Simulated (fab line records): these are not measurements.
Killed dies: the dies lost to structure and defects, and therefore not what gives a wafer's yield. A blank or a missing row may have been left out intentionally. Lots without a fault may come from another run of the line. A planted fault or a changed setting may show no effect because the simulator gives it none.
Which tool is to blame? + flow sky130 + Sampling: 12 lots, 36 wafers, 4 of 708 route steps

WHAT EACH GAUGE READ, for each wafer
SKY_LDD_HVP_TW_MEAS_10. Usual: for LDD_HVP_TW the level is 453 and the standard deviation is 3.5.
| lot  | measured     | on            | LDD_HVP_TW  | flag |
|------|--------------|---------------|-------------|------|
| L877 | day 21 19:50 | film-metro-02 | 452 452 453 |      |
| L883 | day 23 19:21 | film-metro-03 | 458 458 460 |      |
| L884 | day 24 08:21 | film-metro-01 | 453 453 450 |      |
| L885 | day 24 09:43 | film-metro-03 | 454 451 455 |      |
| L887 | day 25 16:45 | film-metro-02 | 451 451 452 |      |
| L891 | day 26 23:34 | film-metro-03 | 457 456 456 |      |
| L892 | day 27 03:05 | film-metro-01 | 446 449 448 |      |
| L895 | day 28 14:47 | film-metro-02 | 449 451 452 |      |
| L897 | day 28 16:17 | film-metro-02 | 451 450 450 |      |
| L898 | day 28 19:26 | film-metro-02 | 452 450 451 |      |
| L899 | day 29 08:53 | film-metro-01 | 452 451 453 |      |
| L900 | day 29 14:47 | film-metro-01 | 452 452 451 |      |

SKY_SD_P_CD_MEAS_07: target cd 380 nm. Usual: cd-nm 381.2 nm, standard deviation 2.4.
| lot  | measured     | on        | cd-nm (nm)        | flag |
|------|--------------|-----------|-------------------|------|
| L877 | day 25 19:15 | cd-sem-02 | 383.7 382.7 383.5 |      |
| L883 | day 27 12:06 | cd-sem-01 | 379.5 378.2 379.1 |      |
| L884 | day 28 02:17 | cd-sem-02 | 383.2 385.5 384.5 |      |
| L885 | day 28 04:52 | cd-sem-01 | 381.1 382.4 381.6 |      |
| L887 | day 29 09:28 | cd-sem-02 | 382.2 381.6 382.3 |      |
| L895 | day 32 04:45 | cd-sem-02 | 384.0 383.2 384.4 |      |
| L897 | day 32 05:04 | cd-sem-01 | 379.9 380.6 382.7 |      |
| L898 | day 32 08:51 | cd-sem-02 | 381.6 381.8 381.7 |      |
| L899 | day 32 19:53 | cd-sem-01 | 382.7 381.1 380.3 |      |
| L900 | day 33 02:57 | cd-sem-02 | 375.7 373.2 375.3 |      |

WHAT TOOL EACH LOT RAN ON (gives the tool, then ch and the chambers of the sampled wafers, and finally the start)
| lot  | SKY_LDD_HVP_STRIP_09                 | SKY_POLY_CUT_ETCH_11               |
|------|--------------------------------------|------------------------------------|
| L877 | plasma-asher-01 ch 0,1, day 21 19:44 | rie-diel-04 ch 1,3, day 24 13:12   |
| L883 | plasma-asher-02 ch 0,1, day 23 19:15 | rie-diel-03 ch 0,2,3, day 26 07:30 |
| L884 | plasma-asher-04 ch 0, day 24 08:14   | rie-diel-04 ch 0,2,3, day 26 21:38 |
| L885 | plasma-asher-04 ch 0,1, day 24 09:36 | rie-diel-04 ch 1,2,3, day 26 23:48 |
| L887 | plasma-asher-02 ch 0,1, day 25 16:38 | rie-diel-04 ch 0,3, day 28 05:02   |
| L891 | plasma-asher-02 ch 0, day 26 23:27   | rie-diel-02 ch 1,2,3, day 29 11:51 |
| L892 | plasma-asher-02 ch 0,1, day 27 02:59 | rie-diel-04 ch 0,1,3, day 29 14:03 |
| L895 | plasma-asher-01 ch 0,1, day 28 14:41 | rie-diel-04 ch 1,2,3, day 31 01:32 |
| L897 | plasma-asher-01 ch 0,1, day 28 16:11 | rie-diel-02 ch 2,3, day 31 02:30   |
| L898 | plasma-asher-02 ch 0,1, day 28 19:20 | rie-diel-02 ch 1,2, day 31 05:48   |
| L899 | plasma-asher-02 ch 0,1, day 29 08:47 | rie-diel-04 ch 0,1,2, day 31 19:20 |
| L900 | plasma-asher-02 ch 0,1, day 29 14:41 | rie-diel-02 ch 1,2,3, day 32 01:32 |
- SKY_LDD_HVP_STRIP_09: strips in O2/N2.
- SKY_POLY_CUT_ETCH_11: etches Si3N4 in CF4/CH2F2/Ar, stops on poly-Si, time 42.5 s, target depth 60 nm.

AS READ BY THE TOOLS THEMSELVES (means over the sampled wafers that have a number; for cases with no such wafer, the mark the record gives instead)
SKY_LDD_HVP_STRIP_09. Usual: chamber-pressure-mTorr 1500.1 mTorr, standard deviation 1.4; drypump-motor-current-A 6.1 A, standard deviation 0.4; oes-product-au 0.409 a.u., standard deviation 0.0045; strip-time-to-endpoint-s 4.143 s, standard deviation 0.016.
| lot  | tool            | chamber-pressure-mTorr (mTorr) | drypump-motor-current-A (A) | oes-product-au (a.u.) | strip-time-to-endpoint-s (s) | flag |
|------|-----------------|--------------------------------|-----------------------------|-----------------------|------------------------------|------|
| L877 | plasma-asher-01 | 1499.3                         | 6.3                         | 0.406                 | 4.139                        |      |
| L883 | plasma-asher-02 | 1502.2                         | 5.9                         | 0.408                 | 4.152                        |      |
| L884 | plasma-asher-04 | 1499.7                         | 6.0                         | 0.413                 | 4.141                        |      |
| L885 | plasma-asher-04 | 1500.1                         | 5.8                         | 0.412                 | 4.168                        |      |
| L887 | plasma-asher-02 | 1501.1                         | 6.0                         | 0.410                 | 4.127                        |      |
| L891 | plasma-asher-02 | 1500.4                         | 5.8                         | 0.412                 | 4.155                        |      |
| L892 | plasma-asher-02 | 1499.3                         | 5.9                         | 0.409                 | 4.139                        |      |
| L895 | plasma-asher-01 | 1500.2                         | 6.3                         | 0.409                 | 4.163                        |      |
| L897 | plasma-asher-01 | 1499.8                         | 6.3                         | 0.405                 | 4.148                        |      |
| L898 | plasma-asher-02 | 1499.5                         | 5.9                         | 0.410                 | 4.152                        |      |
| L899 | plasma-asher-02 | 1500.2                         | 6.0                         | 0.410                 | 4.126                        |      |
| L900 | plasma-asher-02 | 1499.0                         | 6.0                         | 0.409                 | 4.141                        |      |

SKY_POLY_CUT_ETCH_11. Usual: bias-w 150.1 W, standard deviation 0.47; cf4-flow-sccm 39.98 sccm, standard deviation 0.12; chamber-pressure-mTorr 40.00 mTorr, standard deviation 0.039; drypump-motor-current-A 5.6 A, standard deviation 0.43; oes-product-au 0.833 a.u., standard deviation 0.006; throttle-valve-pct 14.995 %, standard deviation 0.0087.
| lot  | tool        | bias-w (W) | cf4-flow-sccm (sccm) | chamber-pressure-mTorr (mTorr) | drypump-motor-current-A (A) | oes-product-au (a.u.) | throttle-valve-pct (%) | flag |
|------|-------------|------------|----------------------|--------------------------------|-----------------------------|-----------------------|------------------------|------|
| L877 | rie-diel-04 | 149.9      | 39.91                | 39.98                          | 5.6                         | 0.827                 | 14.999                 |      |
| L883 | rie-diel-03 | 150.2      | 40.00                | 39.98                          | 5.9                         | 0.837                 | 14.996                 |      |
| L884 | rie-diel-04 | 149.6      | 39.96                | 40.03                          | 5.3                         | 0.837                 | 14.995                 |      |
| L885 | rie-diel-04 | 150.3      | 39.93                | 40.00                          | 5.7                         | 0.837                 | 15.003                 |      |
| L887 | rie-diel-04 | 149.9      | 40.02                | 40.04                          | 5.2                         | 0.825                 | 14.995                 |      |
| L891 | rie-diel-02 | -          | -                    | -                              | -                           | -                     | -                      | OFF  |
| L892 | rie-diel-04 | -          | -                    | -                              | -                           | -                     | -                      | OFF  |
| L895 | rie-diel-04 | 149.7      | 40.01                | 40.01                          | 5.7                         | 0.832                 | 15.000                 |      |
| L897 | rie-diel-02 | 150.6      | 40.02                | 39.98                          | 5.5                         | 0.825                 | 14.990                 |      |
| L898 | rie-diel-02 | 149.6      | 39.97                | 39.99                          | 5.6                         | 0.831                 | 14.989                 |      |
| L899 | rie-diel-04 | 150.2      | 39.93                | 39.99                          | 5.6                         | 0.826                 | 14.991                 |      |
| L900 | rie-diel-02 | 150.2      | 40.01                | 39.99                          | 5.6                         | 0.830                 | 14.998                 |      |

THE ANSWER, worked out from the rows above alone
Rule: a lot counts as off when the mean over its wafers that have a number is more than 3 standard deviations away from the usual mean. Also off: a lot with no number at a reading for which 4 or more lots have one. Any other lot the step has rows for is counted as sound. The gauges are gone through in route order, then the tools' own readings, and for those a lot's mean is taken as printed above. The first step at which some lot is off is used, and at that step the reading that is off furthest; a lot without a number counts as furthest.
Off, at SKY_POLY_CUT_ETCH_11 on bias-w: L891, L892. Without a number there: L891, L892.
A tool fits if, at that step or a process step before it, it ran every lot that is off, and no sound lot after the first of them. None of those tried fits.

WHAT WAS PUT IN BY THE SIMULATOR
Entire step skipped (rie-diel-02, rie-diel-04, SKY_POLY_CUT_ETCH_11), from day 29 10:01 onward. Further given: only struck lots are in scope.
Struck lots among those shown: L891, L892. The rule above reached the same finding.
